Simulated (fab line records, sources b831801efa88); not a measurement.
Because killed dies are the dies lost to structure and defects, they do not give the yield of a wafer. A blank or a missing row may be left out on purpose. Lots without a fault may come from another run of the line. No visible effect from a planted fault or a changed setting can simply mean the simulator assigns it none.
fab line records ; flow sfq-line
record: lots: 13; wafers: 39; last-day: 75
route steps=325 shown M0@39 I0@43 M1@59
lots with no fault: from the same line, run without faults
start-h: start of the lot's first displayed wafer, in hours after the record's first day ; wait-h: hours from the lot's prior step to this one ; " identical to the entry in the row above ; L1.1+2: a row that stands for several wafers ; - no value, or no start was given ; * or withheld: withheld ; < > ~ a bound
route shown NAME@n: names a module that has steps shown in the file, with the first one's number in the route ; usual: mean and standard deviation over wafers with no fault ; same: alike in all rows ; chamber/n: place in a boat ; sites: each site's reading ; _std_site: standard deviation of those values ; _edge_site: inner sites' mean taken away from outer sites' mean ; radius-mm: for every site, how far away it sits from the centre of the wafer ; mask NAME#n: copy n ; behind: the last tool/chamber to shape the wafer ; hold: the reason the lot was held/the length of the hold in hours/how it ended ; device: transistor that didn't switch, given as n, p or np ; end of line: tests of these same wafers at the route's end ; a step given without rows: its recipe and nothing more ; killed: dies that structure and defects cost at the first sort, which is not the same as the wafer's yield ; map: a wafer's dies, marking killed ones x, the rest . and places with no die _
set.NAME: the setting the step ran with; set.NAME@STEP: the setting that earlier step ran with ; model.NAME: the simulator's own value behind a step, which no gauge read
route steps across a sampled set of lots; one table per step, one row per wafer
services: when a tool's chamber went out of use (start-h, in hours from the record's first day, below 0 if earlier), for how many hours, and the reason
== steps ==
step: SFQ_TRILAYER_M0_BARC_OPEN_METAL_ETCH_031
recipe: mask-material: PR; chemistry: O2; target-depth-nm: 125; target: BARC; icp-w: 600; bias-w: 80; pressure-mtorr: 10; time-s: 41.7
usual: drypump-motor-current-A: 5.9/0.36; he-backside-leak-sccm: 3.57/0.28; oes-product-au: 0.684/0.0043
lot.wafer;tool;chamber;start-h;wait-h;drypump-motor-current-A;he-backside-leak-sccm;oes-product-au;rf-hours-counter-h
L826.3;rie-metal-01;0;144.77;0.0;5.8;3.05;0.685;-
L826.4;rie-metal-01;1;144.77;0.0;5.9;3.42;0.684;-
L826.5;rie-metal-01;0;144.77;0.0;5.8;3.15;0.677;-
L827.4;rie-metal-03;0;150.77;0.0;5.9;3.39;0.685;-
L827.5;rie-metal-03;1;150.77;0.0;6.0;3.41;0.689;-
L827.6;rie-metal-03;0;150.77;0.0;5.8;3.39;0.687;-
L829.1;rie-metal-03;0;163.95;0.0;5.8;3.18;0.691;62
L829.3;rie-metal-03;1;163.95;0.0;6.0;3.43;0.685;-
L829.6;rie-metal-03;1;163.95;0.0;6.0;3.37;0.687;-
L832.2;rie-metal-01;0;189.21;0.0;5.8;3.10;0.684;46
L832.3;rie-metal-01;1;189.21;0.0;5.9;3.54;0.675;-
L832.5;rie-metal-01;1;189.21;0.0;5.8;3.36;0.681;-
L833.3;rie-metal-03;0;196.12;0.0;5.9;3.40;0.685;-
L833.4;rie-metal-03;1;196.12;0.0;5.9;3.55;0.681;-
L833.5;rie-metal-03;1;196.12;0.0;6.0;3.37;0.688;-
L834.1;rie-metal-01;1;197.16;0.0;5.9;3.47;0.679;15
L834.2;rie-metal-01;0;197.16;0.0;5.8;3.19;0.685;47
L834.3;rie-metal-01;1;197.16;0.0;5.9;3.50;0.685;-
L836.1;rie-metal-04;0;222.36;0.0;6.4;3.72;0.687;171
L836.5;rie-metal-04;1;222.36;0.0;5.5;3.39;0.686;-
L836.6;rie-metal-04;0;222.36;0.0;6.4;3.61;0.679;-
L838.1;rie-metal-04;1;230.76;0.0;5.4;3.63;0.696;118
L838.2;rie-metal-04;0;230.76;0.0;6.4;3.97;0.680;173
L838.3;rie-metal-04;1;230.76;0.0;5.4;3.65;0.690;-
L841.1;rie-metal-04;1;252.36;0.0;5.4;3.73;0.684;123
L841.4;rie-metal-04;1;252.36;0.0;5.4;3.64;0.681;-
L841.6;rie-metal-04;1;252.36;0.0;5.4;3.56;0.681;-
L843.1;rie-metal-03;0;266.86;0.0;5.8;3.10;0.682;84
L843.3;rie-metal-03;1;266.86;0.0;6.0;3.48;0.684;-
L843.5;rie-metal-03;0;266.86;0.0;5.9;3.16;0.682;-
L846.1;rie-metal-04;0;284.86;0.0;6.4;3.85;0.689;185
L846.3;rie-metal-04;0;284.86;0.0;6.4;4.03;0.684;-
L846.6;rie-metal-04;1;284.86;0.0;5.4;3.61;0.683;-
L847.1;rie-metal-04;1;294.73;0.0;5.4;3.61;0.682;127
L847.3;rie-metal-04;1;294.73;0.0;5.4;3.68;0.692;-
L847.6;rie-metal-04;0;294.73;0.0;6.4;4.14;0.689;-
L849.1;rie-metal-03;0;306.73;0.0;5.9;3.24;0.679;92
L849.2;rie-metal-03;1;306.73;0.0;6.0;3.51;0.688;137
L849.3;rie-metal-03;0;306.73;0.0;5.9;3.37;0.684;-
step: SFQ_TRILAYER_I0_DEP_PECVD_027
recipe: material: SiO2; temp-c: 150; time-s: 111.11; pressure-torr: 2.4; rf-w: 183.3; precursor: SiH4/N2O; target-thk-nm: 500
usual: heater-power-w: 81/11; throttle-valve-pct: 24.0/1.2
lot.wafer;tool;chamber;start-h;wait-h;heater-power-w;throttle-valve-pct
L826.3;pecvd-01;0;145.71;0.0;78;25.2
L826.4;pecvd-01;1;145.71;0.0;84;24.0
L826.5;pecvd-01;2;145.71;0.0;74;24.6
L827.4;pecvd-03;0;151.93;0.0;94;25.3
L827.5;pecvd-03;2;151.93;0.0;103;26.1
L827.6;pecvd-03;1;151.93;0.0;75;24.9
L829.1;pecvd-01;2;164.91;0.0;76;24.8
L829.3;pecvd-01;1;164.91;0.0;82;23.8
L829.6;pecvd-01;1;164.91;0.0;87;24.1
L832.2;pecvd-03;1;190.17;0.0;70;25.0
L832.3;pecvd-03;2;190.17;0.0;85;26.2
L832.5;pecvd-03;0;190.17;0.0;96;25.3
L833.3;pecvd-01;2;197.06;0.0;74;24.9
L833.4;pecvd-01;2;197.06;0.0;77;24.9
L833.5;pecvd-01;1;197.06;0.0;70;24.1
L834.1;pecvd-04;1;198.12;0.0;90;24.0
L834.2;pecvd-04;2;198.12;0.0;61;22.3
L834.3;pecvd-04;1;198.12;0.0;92;24.1
L836.1;pecvd-03;2;223.32;0.0;98;23.2
L836.5;pecvd-03;0;223.32;0.0;100;22.1
L836.6;pecvd-03;2;223.32;0.0;101;23.3
L838.1;pecvd-04;1;231.72;0.0;88;24.2
L838.2;pecvd-04;0;231.72;0.0;76;24.9
L838.3;pecvd-04;2;231.72;0.0;70;22.5
L841.1;pecvd-01;2;253.32;0.0;72;25.1
L841.4;pecvd-01;2;253.32;0.0;74;24.9
L841.6;pecvd-01;0;253.32;0.0;80;25.9
L843.1;pecvd-01;1;267.82;0.0;71;24.1
L843.3;pecvd-01;0;267.82;0.0;81;25.7
L843.5;pecvd-01;2;267.82;0.0;76;24.9
L846.1;pecvd-03;1;285.82;0.0;81;22.7
L846.3;pecvd-03;2;285.82;0.0;97;23.2
L846.6;pecvd-03;2;285.82;0.0;98;23.3
L847.1;pecvd-04;0;295.69;0.0;82;25.2
L847.3;pecvd-04;1;295.69;0.0;81;24.1
L847.6;pecvd-04;0;295.69;0.0;82;25.4
L849.1;pecvd-01;2;307.86;0.0;68;25.0
L849.2;pecvd-01;1;307.86;0.0;74;24.2
L849.3;pecvd-01;2;307.86;0.0;74;25.0
step: SFQ_TRILAYER_I0_METRO_MEASURE_029
usual: thk-nm: 200.0/0.99
lot.wafer;tool;chamber;start-h;wait-h;thk-nm
L826.3;film-metro-03;-;161.05;0.5;200.8
L826.4;film-metro-03;-;161.05;0.5;200.9
L826.5;film-metro-03;-;161.05;0.5;200.5
L827.4;film-metro-03;-;165.25;0.6;199.6
L827.5;film-metro-03;-;165.25;0.6;199.7
L827.6;film-metro-03;-;165.25;0.6;199.1
L829.1;film-metro-02;-;176.65;0.1;202.1
L829.3;film-metro-02;-;176.65;0.1;200.8
L829.6;film-metro-02;-;176.65;0.1;201.2
L832.2;film-metro-04;-;194.17;0.3;200.1
L832.3;film-metro-04;-;194.17;0.3;201.4
L832.5;film-metro-04;-;194.17;0.3;201.3
L833.3;film-metro-04;-;200.66;0.5;201.4
L833.4;film-metro-04;-;200.66;0.5;202.3
L833.5;film-metro-04;-;200.66;0.5;199.5
L834.1;film-metro-03;-;201.36;0.1;198.3
L834.2;film-metro-03;-;201.36;0.1;199.1
L834.3;film-metro-03;-;201.36;0.1;199.6
L836.1;film-metro-03;-;233.37;0.1;198.9
L836.5;film-metro-03;-;233.37;0.1;199.9
L836.6;film-metro-03;-;233.37;0.1;200.2
L838.1;film-metro-02;-;242.37;0.1;199.1
L838.2;film-metro-02;-;242.37;0.1;200.9
L838.3;film-metro-02;-;242.37;0.1;200.1
L841.1;film-metro-03;-;261.19;0.1;201.4
L841.4;film-metro-03;-;261.19;0.1;200.2
L841.6;film-metro-03;-;261.19;0.1;199.2
L843.1;film-metro-04;-;272.89;0.1;201.2
L843.3;film-metro-04;-;272.89;0.1;199.2
L843.5;film-metro-04;-;272.89;0.1;199.5
L846.1;film-metro-03;-;293.89;0.1;200.1
L846.3;film-metro-03;-;293.89;0.1;200.0
L846.6;film-metro-03;-;293.89;0.1;200.0
L847.1;film-metro-03;-;302.89;0.1;202.6
L847.3;film-metro-03;-;302.89;0.1;201.0
L847.6;film-metro-03;-;302.89;0.1;202.3
L849.1;film-metro-04;-;315.81;0.1;199.4
L849.2;film-metro-04;-;315.81;0.1;201.0
L849.3;film-metro-04;-;315.81;0.1;198.4
step: SFQ_TRILAYER_M1_DEP_SPUTTER_037
recipe: material: Nb; base-pressure-pa: 1.33e-06; chamber-pressure-pa: 0.1333; substrate-temp-c: 20; resputter-cathode-voltage-v: 400; target-thk-nm: 200; power-w: 2000; time-s: 133.3
usual: cathode-dc-power-W: 2000.0/0.36; throttle-valve-pct: 30.0/0.87
lot.wafer;tool;chamber;start-h;wait-h;cathode-dc-power-W;throttle-valve-pct
L826.3;pvd-sputter-04;-;228.13;0.0;2000.1;30.9
L826.4;pvd-sputter-04;-;228.13;0.0;2000.0;30.0
L826.5;pvd-sputter-04;-;228.13;0.0;1999.6;30.8
L827.4;pvd-sputter-06;-;233.20;0.0;2000.2;31.3
L827.5;pvd-sputter-06;-;233.20;0.0;2000.1;30.9
L827.6;pvd-sputter-06;-;233.20;0.0;2000.3;31.2
L829.1;pvd-sputter-04;-;248.08;0.0;1999.8;29.6
L829.3;pvd-sputter-04;-;248.08;0.0;2000.5;30.9
L829.6;pvd-sputter-04;-;248.08;0.0;2000.0;29.7
L832.2;pvd-sputter-03;-;266.08;0.0;2000.2;29.0
L832.3;pvd-sputter-03;-;266.08;0.0;1999.8;28.8
L832.5;pvd-sputter-03;-;266.08;0.0;1999.7;28.6
L833.3;pvd-sputter-04;-;273.28;0.0;2000.2;30.0
L833.4;pvd-sputter-04;-;273.28;0.0;2000.6;31.0
L833.5;pvd-sputter-04;-;273.28;0.0;1999.3;30.0
L834.1;pvd-sputter-03;-;275.08;0.0;1999.8;28.8
L834.2;pvd-sputter-03;-;275.08;0.0;1999.8;29.2
L834.3;pvd-sputter-03;-;275.08;0.0;2000.4;30.2
L836.1;pvd-sputter-04;-;302.08;0.0;1999.8;30.8
L836.5;pvd-sputter-04;-;302.08;0.0;1999.2;30.1
L836.6;pvd-sputter-04;-;302.08;0.0;2000.0;29.8
L838.1;pvd-sputter-03;-;311.76;0.0;2000.6;28.9
L838.2;pvd-sputter-03;-;311.76;0.0;1999.9;28.9
L838.3;pvd-sputter-03;-;311.76;0.0;2000.0;29.7
L841.1;pvd-sputter-04;-;333.36;0.0;2000.1;29.9
L841.4;pvd-sputter-04;-;333.36;0.0;1999.8;29.6
L841.6;pvd-sputter-04;-;333.36;0.0;2843.8;29.9
L843.1;pvd-sputter-06;-;344.34;0.0;2000.2;31.0
L843.3;pvd-sputter-06;-;344.34;0.0;2000.3;30.9
L843.5;pvd-sputter-06;-;344.34;0.0;2000.3;30.9
L846.1;pvd-sputter-06;-;366.96;0.0;2000.5;31.1
L846.3;pvd-sputter-06;-;366.96;0.0;2000.1;32.6
L846.6;pvd-sputter-06;-;366.96;0.0;1999.8;31.7
L847.1;pvd-sputter-03;-;382.56;0.0;2000.5;28.7
L847.3;pvd-sputter-03;-;382.56;0.0;2000.0;29.9
L847.6;pvd-sputter-03;-;382.56;0.0;1999.8;28.6
L849.1;pvd-sputter-03;-;406.65;0.0;1999.8;29.9
L849.2;pvd-sputter-03;-;406.65;0.0;1999.8;28.9
L849.3;pvd-sputter-03;-;406.65;0.0;2000.0;29.0
step: SFQ_M1_RS_MEAS_909
recipe: thk-meas-gauge: four-point-probe; reads: Nb_of_TRILAYER_M1_DEP_SPUTTER_037
usual: M1_NB_RS: 0.885/0.0094
lot.wafer;tool;chamber;start-h;wait-h;M1_NB_RS[ohm/sq]
L826.3;film-metro-02;-;228.26;0.1;0.877
L826.4;film-metro-02;-;228.26;0.1;0.874
L826.5;film-metro-02;-;228.26;0.1;0.872
L827.4;film-metro-04;-;233.35;0.1;0.902
L827.5;film-metro-04;-;233.35;0.1;0.895
L827.6;film-metro-04;-;233.35;0.1;0.898
L829.1;film-metro-01;-;248.17;0.0;0.883
L829.3;film-metro-01;-;248.17;0.0;0.891
L829.6;film-metro-01;-;248.17;0.0;0.886
L832.2;film-metro-01;-;266.19;0.1;0.892
L832.3;film-metro-01;-;266.19;0.1;0.889
L832.5;film-metro-01;-;266.19;0.1;0.890
L833.3;film-metro-01;-;273.41;0.1;0.881
L833.4;film-metro-01;-;273.41;0.1;0.877
L833.5;film-metro-01;-;273.41;0.1;0.885
L834.1;film-metro-02;-;275.17;0.0;0.875
L834.2;film-metro-02;-;275.17;0.0;0.879
L834.3;film-metro-02;-;275.17;0.0;0.875
L836.1;film-metro-04;-;302.17;0.0;0.873
L836.5;film-metro-04;-;302.17;0.0;0.874
L836.6;film-metro-04;-;302.17;0.0;0.880
L838.1;film-metro-02;-;311.85;0.0;0.875
L838.2;film-metro-02;-;311.85;0.0;0.884
L838.3;film-metro-02;-;311.85;0.0;0.879
L841.1;film-metro-04;-;333.45;0.0;0.873
L841.4;film-metro-04;-;333.45;0.0;0.877
L841.6;film-metro-04;-;333.45;0.0;0.614
L843.1;film-metro-01;-;344.43;0.0;0.905
L843.3;film-metro-01;-;344.43;0.0;0.905
L843.5;film-metro-01;-;344.43;0.0;0.901
L846.1;film-metro-02;-;367.05;0.0;0.904
L846.3;film-metro-02;-;367.05;0.0;0.900
L846.6;film-metro-02;-;367.05;0.0;0.900
L847.1;film-metro-01;-;382.65;0.0;0.893
L847.3;film-metro-01;-;382.65;0.0;0.884
L847.6;film-metro-01;-;382.65;0.0;0.884
L849.1;film-metro-02;-;406.74;0.0;0.880
L849.2;film-metro-02;-;406.74;0.0;0.878
L849.3;film-metro-02;-;406.74;0.0;0.867
step: SFQ_TRILAYER_M1_ETCH_METAL_ETCH_042
recipe: target: Nb; stop-on: SiO2; mask-material: PR; chemistry: Cl2/Ar; target-depth-nm: 240; icp-w: 600; bias-w: 80; pressure-mtorr: 10; time-s: 120
usual: drypump-motor-current-A: 5.9/0.34; he-backside-leak-sccm: 3.50/0.21; oes-product-au: 0.896/0.007
lot.wafer;tool;chamber;start-h;wait-h;drypump-motor-current-A;he-backside-leak-sccm;oes-product-au;rf-hours-counter-h
L826.3;rie-metal-03;1;297.62;0.1;6.0;3.40;0.901;-
L826.4;rie-metal-03;0;297.62;0.1;5.9;3.31;0.902;-
L826.5;rie-metal-03;1;297.62;0.1;6.0;3.49;0.902;-
L827.4;rie-metal-03;0;300.02;0.1;5.8;3.32;0.888;-
L827.5;rie-metal-03;1;300.02;0.1;5.9;3.40;0.888;-
L827.6;rie-metal-03;0;300.02;0.1;5.8;3.23;0.886;-
L829.1;rie-metal-03;1;315.67;0.0;5.9;3.43;0.899;139
L829.3;rie-metal-03;0;315.67;0.0;5.9;3.11;0.893;-
L829.6;rie-metal-03;0;315.67;0.0;5.9;3.24;0.904;-
L832.2;rie-metal-04;1;337.37;0.1;5.4;3.63;0.896;-
L832.3;rie-metal-04;1;337.37;0.1;5.4;3.57;0.897;-
L832.5;rie-metal-04;1;337.37;0.1;5.4;3.67;0.898;-
L833.3;rie-metal-02;1;342.11;0.1;6.2;3.36;0.898;-
L833.4;rie-metal-02;0;342.11;0.1;5.6;3.31;0.900;-
L833.5;rie-metal-02;1;342.11;0.1;6.2;3.64;0.896;-
L834.1;rie-metal-02;0;344.47;0.0;5.6;3.17;0.903;36
L834.2;rie-metal-02;1;344.47;0.0;6.3;3.50;0.900;5
L834.3;rie-metal-02;0;344.47;0.0;5.6;3.21;0.907;-
L836.1;rie-metal-03;1;379.27;0.0;6.0;3.47;0.901;147
L836.5;rie-metal-03;1;379.27;0.0;6.0;3.38;0.897;-
L836.6;rie-metal-03;0;379.27;0.0;5.8;3.20;0.902;-
L838.1;rie-metal-04;0;396.05;0.0;6.3;3.87;0.900;6
L838.2;rie-metal-04;1;396.05;0.0;5.4;3.58;0.899;150
L838.3;rie-metal-04;0;396.05;0.0;6.4;3.88;0.906;-
L841.1;rie-metal-03;0;422.10;0.0;5.8;3.48;0.901;117
L841.4;rie-metal-03;1;422.10;0.0;6.0;3.50;0.897;-
L841.6;rie-metal-03;0;422.10;0.0;5.8;3.35;1.020;-
L843.1;rie-metal-02;1;434.10;0.0;6.2;3.53;0.883;20
L843.3;rie-metal-02;0;434.10;0.0;5.6;3.28;0.890;-
L843.5;rie-metal-02;1;434.10;0.0;6.2;3.61;0.880;-
L846.1;rie-metal-04;1;460.50;0.0;5.4;3.80;0.883;163
L846.3;rie-metal-04;1;460.50;0.0;5.5;3.63;0.879;-
L846.6;rie-metal-04;0;460.50;0.0;6.4;3.63;0.888;-
L847.1;rie-metal-02;1;474.90;0.0;6.2;3.42;0.888;25
L847.3;rie-metal-02;1;474.90;0.0;6.2;3.42;0.896;-
L847.6;rie-metal-02;1;474.90;0.0;6.2;3.51;0.896;-
L849.1;rie-metal-04;0;497.70;0.0;6.4;3.62;0.896;28
L849.2;rie-metal-04;1;497.70;0.0;5.4;3.84;0.896;172
L849.3;rie-metal-04;0;497.70;0.0;6.4;3.53;0.907;-
== services ==
tool;chamber;start-h;hours;kind
rie-metal-04;1;156.14;1.6;repair
film-metro-03;-;166.92;0.3;pm
film-metro-03;-;186.85;0.4;pm
rie-metal-04;-;205.07;0.6;repair
rie-metal-03;-;211.18;1.1;repair
rie-metal-03;1;216.37;18.4;repair
pvd-sputter-03;-;218.16;1.4;repair
pecvd-01;1;221.66;3.4;repair
pvd-sputter-04;-;236.19;7.7;repair
film-metro-03;-;242.44;0.7;pm
pvd-sputter-04;-;244.04;3.2;repair
pvd-sputter-03;-;261.42;4.3;repair
rie-metal-04;1;263.21;12.3;repair
pecvd-01;-;288.50;4.3;pm
pecvd-01;0;297.40;19.5;repair
pecvd-01;-;321.06;0.8;repair
rie-metal-03;1;354.09;18.4;repair
pecvd-01;-;377.25;5.5;pm
pecvd-01;-;382.71;2.8;pm
film-metro-03;-;411.92;1.5;pm
rie-metal-04;-;422.13;2.8;pm
film-metro-03;-;431.72;0.2;pm
rie-metal-03;-;483.34;2.8;pm
film-metro-03;-;487.44;1.0;pm
== key ==
first-sign: step: SFQ_TRILAYER_M1_DEP_SPUTTER_037; reading: cathode-dc-power-W; direction: up; sigmas: 99+; usual: 2000.0; struck: 2843.8
effect: step: SFQ_M1_RS_MEAS_909; reading: M1_NB_RS; direction: down; sigmas: 29; usual: 0.885; struck: 0.614
effect: step: SFQ_TRILAYER_M1_ETCH_METAL_ETCH_042; reading: oes-product-au; direction: up; sigmas: 18; usual: 0.896; struck: 1.020
met-at SFQ_TRILAYER_M1_DEP_SPUTTER_037
struck-lots L841
struck-wafers L841.6
not-acting-at SFQ_TRILAYER_M0_BARC_OPEN_METAL_ETCH_031,SFQ_TRILAYER_I0_DEP_PECVD_027,SFQ_TRILAYER_I0_METRO_MEASURE_029
onset-between 302.08 333.36
fault: kind: process-parameter-drift; tool: pvd-sputter-04; chamber: -; onset-h: 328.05; steps: SFQ_TRILAYER_M1_DEP_SPUTTER_037; channel: power-w; offset: 843.62; shape: step; end-h: 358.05; acts-in: these-recipes-only; stated: 2000; scope: struck-wafers-only
